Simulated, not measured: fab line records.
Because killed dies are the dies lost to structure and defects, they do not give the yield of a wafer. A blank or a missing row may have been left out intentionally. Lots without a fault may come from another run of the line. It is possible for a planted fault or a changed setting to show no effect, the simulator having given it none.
fab line records :: flow sky130
[record]
  lots = 14
  wafers = 42
  last-day = 50
route steps=708 shown PASSIVATION@681 PAD_OPEN@708
lots that met no fault: from a run of the same line without faults
start-h: hours from the record's first day to the start of the lot's first wafer shown :: wait-h: hours from the lot's prior step to this one :: " the same as in the row above :: L1.1+2: a row that stands for several wafers :: - no value, or no start was given :: * or withheld: withheld :: < > ~ a bound
route shown NAME@n: names a module that has steps shown in the file, with the first one's number in the route :: usual: the fault-free wafers' mean and standard deviation :: same: alike in all rows :: chamber/n: place in a boat :: sites: each site's reading :: _std_site: the standard deviation of these :: _edge_site: outer sites' mean less inner sites' :: radius-mm: for every site, how far away it sits from the centre of the wafer :: mask NAME#n: copy n :: behind: tool/chamber where the wafer was last shaped :: hold: reason for holding the lot/hours on hold/outcome of the hold :: device: transistor that didn't switch, given as n, p or np :: end of line: the tests these same wafers got at the end of their route :: where a step has no rows: the recipe by itself :: killed: not the wafer's yield, but the dies lost to structure and defects at the first sort :: map: a wafer's dies, marking killed ones x, the rest . and places with no die _
set.NAME: the setting that was run; set.NAME@STEP: the one run at that earlier step :: model.NAME: the simulator's own value behind a step, which no gauge read
a sample of lots followed through the steps of the route, with each step as a table and each wafer as a row
services: the hour from which a tool's chamber was out of use, counted from the record's first day as start-h (under 0 if before that day), plus the number of hours and why
[[steps]]
[step SKY_PASSIVATION_CVD_00]
[recipe]
  material = SiO2
  target-thk-nm = 90
  temp-c = 400
  time-s = withheld
  rf-w = 600
[usual]
  heater-power-w = 722/110
lot.wafer: L385.3
tool: pecvd-03
chamber: 2
start-h: 1034.12
wait-h: 0.0
heater-power-w: 752

lot.wafer: L385.5
tool: pecvd-03
chamber: 2
start-h: 1034.12
wait-h: 0.0
heater-power-w: 742

lot.wafer: L385.6
tool: pecvd-03
chamber: 0
start-h: 1034.12
wait-h: 0.0
heater-power-w: 857

lot.wafer: L386.1
tool: pecvd-03
chamber: 0
start-h: 1048.47
wait-h: 0.0
heater-power-w: 837

lot.wafer: L386.4
tool: pecvd-03
chamber: 1
start-h: 1048.47
wait-h: 0.0
heater-power-w: 818

lot.wafer: L386.6
tool: pecvd-03
chamber: 0
start-h: 1048.47
wait-h: 0.0
heater-power-w: 875

lot.wafer: L387.3
tool: pecvd-03
chamber: 1
start-h: 1049.94
wait-h: 0.0
heater-power-w: 728

lot.wafer: L387.5
tool: pecvd-03
chamber: 0
start-h: 1049.94
wait-h: 0.0
heater-power-w: 866

lot.wafer: L387.6
tool: pecvd-03
chamber: 1
start-h: 1049.94
wait-h: 0.0
heater-power-w: 727

lot.wafer: L388.1
tool: pecvd-03
chamber: 1
start-h: 1055.94
wait-h: 0.0
heater-power-w: 859

lot.wafer: L388.3
tool: pecvd-03
chamber: 2
start-h: 1055.94
wait-h: 0.0
heater-power-w: 673

lot.wafer: L388.4
tool: pecvd-03
chamber: 0
start-h: 1055.94
wait-h: 0.0
heater-power-w: 845

lot.wafer: L390.2
tool: pecvd-04
chamber: 0
start-h: 1064.50
wait-h: 0.0
heater-power-w: 639

lot.wafer: L390.3
tool: pecvd-04
chamber: 2
start-h: 1064.50
wait-h: 0.0
heater-power-w: 617

lot.wafer: L390.4
tool: pecvd-04
chamber: 0
start-h: 1064.50
wait-h: 0.0
heater-power-w: 625

lot.wafer: L389.1
tool: pecvd-03
chamber: 1
start-h: 1065.88
wait-h: 0.0
heater-power-w: 802

lot.wafer: L389.2
tool: pecvd-03
chamber: 2
start-h: 1065.88
wait-h: 0.0
heater-power-w: 823

lot.wafer: L389.4
tool: pecvd-03
chamber: 1
start-h: 1065.88
wait-h: 0.0
heater-power-w: 817

lot.wafer: L394.1
tool: pecvd-01
chamber: 1
start-h: 1090.87
wait-h: 0.0
heater-power-w: 606

lot.wafer: L394.4
tool: pecvd-01
chamber: 1
start-h: 1090.87
wait-h: 0.0
heater-power-w: 611

lot.wafer: L394.6
tool: pecvd-01
chamber: 0
start-h: 1090.87
wait-h: 0.0
heater-power-w: 545

lot.wafer: L399.1
tool: pecvd-04
chamber: 0
start-h: 1129.14
wait-h: 0.0
heater-power-w: 598

lot.wafer: L399.3
tool: pecvd-04
chamber: 1
start-h: 1129.14
wait-h: 0.0
heater-power-w: 740

lot.wafer: L399.6
tool: pecvd-04
chamber: 2
start-h: 1129.14
wait-h: 0.0
heater-power-w: 696

lot.wafer: L400.1
tool: pecvd-03
chamber: 0
start-h: 1137.17
wait-h: 0.0
heater-power-w: 844

lot.wafer: L400.2
tool: pecvd-03
chamber: 1
start-h: 1137.17
wait-h: 0.0
heater-power-w: 800

lot.wafer: L400.3
tool: pecvd-03
chamber: 2
start-h: 1137.17
wait-h: 0.0
heater-power-w: 726

lot.wafer: L401.1
tool: pecvd-03
chamber: 1
start-h: 1139.68
wait-h: 0.0
heater-power-w: 845

lot.wafer: L401.4
tool: pecvd-03
chamber: 2
start-h: 1139.68
wait-h: 0.0
heater-power-w: 686

lot.wafer: L401.6
tool: pecvd-03
chamber: 1
start-h: 1139.68
wait-h: 0.0
heater-power-w: 869

lot.wafer: L403.1
tool: pecvd-04
chamber: 1
start-h: 1144.65
wait-h: 0.0
heater-power-w: 828

lot.wafer: L403.4
tool: pecvd-04
chamber: 0
start-h: 1144.65
wait-h: 0.0
heater-power-w: 599

lot.wafer: L403.6
tool: pecvd-04
chamber: 2
start-h: 1144.65
wait-h: 0.0
heater-power-w: 740

lot.wafer: L404.1
tool: pecvd-03
chamber: 2
start-h: 1148.82
wait-h: 0.0
heater-power-w: 828

lot.wafer: L404.2
tool: pecvd-03
chamber: 1
start-h: 1148.82
wait-h: 0.0
heater-power-w: 708

lot.wafer: L404.4
tool: pecvd-03
chamber: 2
start-h: 1148.82
wait-h: 0.0
heater-power-w: 819

lot.wafer: L405.2
tool: pecvd-01
chamber: 0
start-h: 1152.85
wait-h: 0.0
heater-power-w: 595

lot.wafer: L405.3
tool: pecvd-01
chamber: 2
start-h: 1152.85
wait-h: 0.0
heater-power-w: 655

lot.wafer: L405.6
tool: pecvd-01
chamber: 1
start-h: 1152.85
wait-h: 0.0
heater-power-w: 591

lot.wafer: L407.2
tool: pecvd-01
chamber: 1
start-h: 1163.12
wait-h: 0.0
heater-power-w: 527

lot.wafer: L407.3
tool: pecvd-01
chamber: 0
start-h: 1163.12
wait-h: 0.0
heater-power-w: 561

lot.wafer: L407.6
tool: pecvd-01
chamber: 1
start-h: 1163.12
wait-h: 0.0
heater-power-w: 516
[step SKY_PAD_OPEN_PROBE_99]
[usual]
  defect-limited-yield = 81.9/1.9
  killed_at_M0_to_M3 = 45/7.3
  killed_at_M4_up = 3.2/1.8
  killed-at-contacts = 25/5.5
  killed-at-front-end = 15/4.2
  killed-at-other = 0.3/0.69
  killed-dies = 89/9.4
  killed-on-rim = 17/3.8
  killed-open = 49/6.6
  killed-short = 40/6.4
  sort_bin_3_pad_short = 0.9/0.43
  sort_bin_5_function = 10.7/1.5
  sort_bin_6_memory = 6.5/1.2
  sort-n-pass = 403/9.4
  sort-yield-pct = 81.9/1.9
[same]
  gross-dies = 492
  killed-at-back-side = 0
  sort_bin_4_leakage[%] = 0
  sort_bin_8_speed[%] = 0
lot.wafer: L388.1
tool: prober-02
chamber: -
start-h: 1100.66
wait-h: 0.1
defect-limited-yield[%]: 72.4
killed_at_M0_to_M3: 47
killed_at_M4_up: 1
killed-at-contacts: 18
killed-at-front-end: 11
killed-at-other: 59
killed-dies: 136
killed-on-rim: 25
killed-open: 43
killed-short: 33
sort_bin_3_pad_short[%]: 4.1
sort_bin_5_function[%]: 17.7
sort_bin_6_memory[%]: 5.9
sort-n-pass: 356
sort-yield-pct[%]: 72.4

lot.wafer: L388.3
tool: prober-02
chamber: -
start-h: 1100.76
wait-h: 0.2
defect-limited-yield[%]: 82.9
killed_at_M0_to_M3: 36
killed_at_M4_up: 5
killed-at-contacts: 29
killed-at-front-end: 14
killed-at-other: 0
killed-dies: 84
killed-on-rim: 13
killed-open: 42
killed-short: 42
sort_bin_3_pad_short[%]: 0.4
sort_bin_5_function[%]: 10.0
sort_bin_6_memory[%]: 6.7
sort-n-pass: 408
sort-yield-pct[%]: 82.9

lot.wafer: L388.4
tool: prober-02
chamber: -
start-h: 1100.81
wait-h: 0.2
defect-limited-yield[%]: 83.7
killed_at_M0_to_M3: 31
killed_at_M4_up: 3
killed-at-contacts: 30
killed-at-front-end: 16
killed-at-other: 0
killed-dies: 80
killed-on-rim: 16
killed-open: 39
killed-short: 41
sort_bin_3_pad_short[%]: 0.6
sort_bin_5_function[%]: 9.1
sort_bin_6_memory[%]: 6.5
sort-n-pass: 412
sort-yield-pct[%]: 83.7

lot.wafer: L389.1
tool: prober-02
chamber: -
start-h: 1108.92
wait-h: 0.1
defect-limited-yield[%]: 73.8
killed_at_M0_to_M3: 38
killed_at_M4_up: 6
killed-at-contacts: 20
killed-at-front-end: 8
killed-at-other: 57
killed-dies: 129
killed-on-rim: 15
killed-open: 39
killed-short: 33
sort_bin_3_pad_short[%]: 4.7
sort_bin_5_function[%]: 16.3
sort_bin_6_memory[%]: 5.3
sort-n-pass: 363
sort-yield-pct[%]: 73.8

lot.wafer: L389.2
tool: prober-02
chamber: -
start-h: 1108.97
wait-h: 0.1
defect-limited-yield[%]: 83.3
killed_at_M0_to_M3: 40
killed_at_M4_up: 1
killed-at-contacts: 20
killed-at-front-end: 19
killed-at-other: 2
killed-dies: 82
killed-on-rim: 23
killed-open: 44
killed-short: 37
sort_bin_3_pad_short[%]: 1.0
sort_bin_5_function[%]: 10.2
sort_bin_6_memory[%]: 5.5
sort-n-pass: 410
sort-yield-pct[%]: 83.3

lot.wafer: L389.4
tool: prober-02
chamber: -
start-h: 1109.07
wait-h: 0.2
defect-limited-yield[%]: 73.6
killed_at_M0_to_M3: 45
killed_at_M4_up: 0
killed-at-contacts: 12
killed-at-front-end: 11
killed-at-other: 62
killed-dies: 130
killed-on-rim: 15
killed-open: 29
killed-short: 39
sort_bin_3_pad_short[%]: 4.9
sort_bin_5_function[%]: 15.4
sort_bin_6_memory[%]: 6.1
sort-n-pass: 362
sort-yield-pct[%]: 73.6

lot.wafer: L394.1
tool: prober-02
chamber: -
start-h: 1132.57
wait-h: 0.1
defect-limited-yield[%]: 80.5
killed_at_M0_to_M3: 47
killed_at_M4_up: 3
killed-at-contacts: 29
killed-at-front-end: 16
killed-at-other: 1
killed-dies: 96
killed-on-rim: 20
killed-open: 57
killed-short: 38
sort_bin_3_pad_short[%]: 0.8
sort_bin_5_function[%]: 12.4
sort_bin_6_memory[%]: 6.3
sort-n-pass: 396
sort-yield-pct[%]: 80.5

lot.wafer: L394.4
tool: prober-02
chamber: -
start-h: 1132.72
wait-h: 0.2
defect-limited-yield[%]: 81.3
killed_at_M0_to_M3: 53
killed_at_M4_up: 3
killed-at-contacts: 21
killed-at-front-end: 14
killed-at-other: 1
killed-dies: 92
killed-on-rim: 16
killed-open: 47
killed-short: 44
sort_bin_3_pad_short[%]: 0.8
sort_bin_5_function[%]: 10.2
sort_bin_6_memory[%]: 7.7
sort-n-pass: 400
sort-yield-pct[%]: 81.3

lot.wafer: L394.6
tool: prober-02
chamber: -
start-h: 1132.82
wait-h: 0.2
defect-limited-yield[%]: 80.7
killed_at_M0_to_M3: 48
killed_at_M4_up: 3
killed-at-contacts: 29
killed-at-front-end: 15
killed-at-other: 0
killed-dies: 95
killed-on-rim: 16
killed-open: 51
killed-short: 43
sort_bin_3_pad_short[%]: 1.4
sort_bin_5_function[%]: 11.2
sort_bin_6_memory[%]: 6.7
sort-n-pass: 397
sort-yield-pct[%]: 80.7
// killed by level:class
L388.1 PASSIVATION:unspecified=59 VIA1:geometric-particle:open=11 VIA2:geometric-particle:open=11 METAL2:geometric-particle:short=6 CONTACT:geometric-particle:short=5 CONTACT:geometric-particle:open=5 VIA1:geometric-particle:short=5 LI_CONTACT:geometric-particle:open=4
L388.3 CONTACT:geometric-particle:open=11 LOCAL_INTERCONNECT:geometric-particle:short=7 VIA2:geometric-particle:open=7 VIA1:geometric-particle:open=6 CONTACT:geometric-particle:short=5 VIA2:geometric-particle:short=5 METAL2:geometric-particle:short=4 LI_CONTACT:geometric-particle:open=4
L388.4 CONTACT:geometric-particle:open=8 VIA1:geometric-particle:open=7 LI_CONTACT:geometric-particle:open=6 CONTACT:geometric-particle:short=6 LOCAL_INTERCONNECT:geometric-particle:short=5 VIA3:geometric-particle:open=5 FIELD_ISO:geometric-particle:short=4 POLY_GATE:geometric-particle:short=4
L389.1 PASSIVATION:unspecified=57 CONTACT:geometric-particle:open=11 VIA1:geometric-particle:open=9 METAL2:geometric-particle:short=7 VIA3:geometric-particle:open=7 METAL4:geometric-particle:short=5 VIA3:geometric-particle:short=4 LI_CONTACT:geometric-particle:short=3
L389.2 CONTACT:geometric-particle:open=8 VIA2:geometric-particle:open=8 VIA1:geometric-particle:open=8 METAL2:geometric-particle:short=7 VIA3:geometric-particle:open=6 FIELD_ISO:geometric-particle:short=5 LI_CONTACT:geometric-particle:open=5 FIELD_ISO:geometric-particle:open=4
L389.4 PASSIVATION:unspecified=61 METAL1:geometric-particle:short=9 VIA1:geometric-particle:open=9 METAL2:geometric-particle:short=7 VIA3:geometric-particle:open=6 VIA1:geometric-particle:short=5 CONTACT:geometric-particle:short=4 CONTACT:geometric-particle:open=4
L394.1 VIA1:geometric-particle:open=16 CONTACT:geometric-particle:open=13 CONTACT:geometric-particle:short=8 METAL2:geometric-particle:short=8 POLY_GATE:geometric-particle:open=7 LI_CONTACT:geometric-particle:open=5 VIA2:geometric-particle:open=5 POLY_GATE:geometric-particle:short=4
L394.4 VIA1:geometric-particle:open=11 METAL2:geometric-particle:short=10 VIA3:geometric-particle:open=8 VIA2:geometric-particle:open=7 LOCAL_INTERCONNECT:geometric-particle:short=6 CONTACT:geometric-particle:open=6 POLY_GATE:geometric-particle:open=5 FIELD_ISO:geometric-particle:short=4
L394.6 CONTACT:geometric-particle:open=10 VIA1:geometric-particle:open=10 LI_CONTACT:geometric-particle:open=9 VIA3:geometric-particle:open=9 VIA2:geometric-particle:open=7 POLY_GATE:geometric-particle:short=5 VIA3:geometric-particle:short=5 LOCAL_INTERCONNECT:geometric-particle:short=5
[[services]]
tool: pecvd-03
chamber: 1
start-h: 1015.53
hours: 5.7
kind: repair

tool: pecvd-01
chamber: -
start-h: 1027.95
hours: 2.8
kind: pm

tool: pecvd-04
chamber: -
start-h: 1032.52
hours: 0.7
kind: repair

tool: pecvd-03
chamber: 2
start-h: 1049.12
hours: 5.0
kind: scheduled-down

tool: pecvd-01
chamber: 0
start-h: 1062.58
hours: 19.8
kind: repair

tool: pecvd-04
chamber: 1
start-h: 1064.26
hours: 5.7
kind: repair

tool: pecvd-01
chamber: 1
start-h: 1067.02
hours: 5.5
kind: scheduled-down

tool: pecvd-01
chamber: 1
start-h: 1072.97
hours: 3.4
kind: repair

tool: pecvd-01
chamber: -
start-h: 1075.96
hours: 0.7
kind: repair

tool: pecvd-04
chamber: 2
start-h: 1091.59
hours: 2.1
kind: scheduled-down

tool: pecvd-03
chamber: -
start-h: 1110.74
hours: 0.5
kind: repair

tool: pecvd-04
chamber: 2
start-h: 1150.11
hours: 5.5
kind: scheduled-down

tool: pecvd-03
chamber: 1
start-h: 1152.08
hours: 2.1
kind: scheduled-down
[[key]]
[first-sign]
  step = SKY_PAD_OPEN_PROBE_99
  reading = killed-at-other
  direction = up
  sigmas = 59
  usual = 0.3
  struck = 59.3
[effect]
  step = SKY_PAD_OPEN_PROBE_99
  reading = sort_bin_3_pad_short
  direction = up
  sigmas = 8.4
  usual = 0.9
  struck = 4.5
met-at SKY_PASSIVATION_CVD_00
struck-lots L388,L389
struck-wafers L388.1,L389.1,L389.4
onset-between 1049.94 1055.94
[fault]
  kind = chamber-particle-source
  tool = pecvd-03
  chamber = 1
  onset-h = 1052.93
  steps = SKY_PASSIVATION_CVD_00
  rate-per-visit-cm2 = 1.3689
  end-h = 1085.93
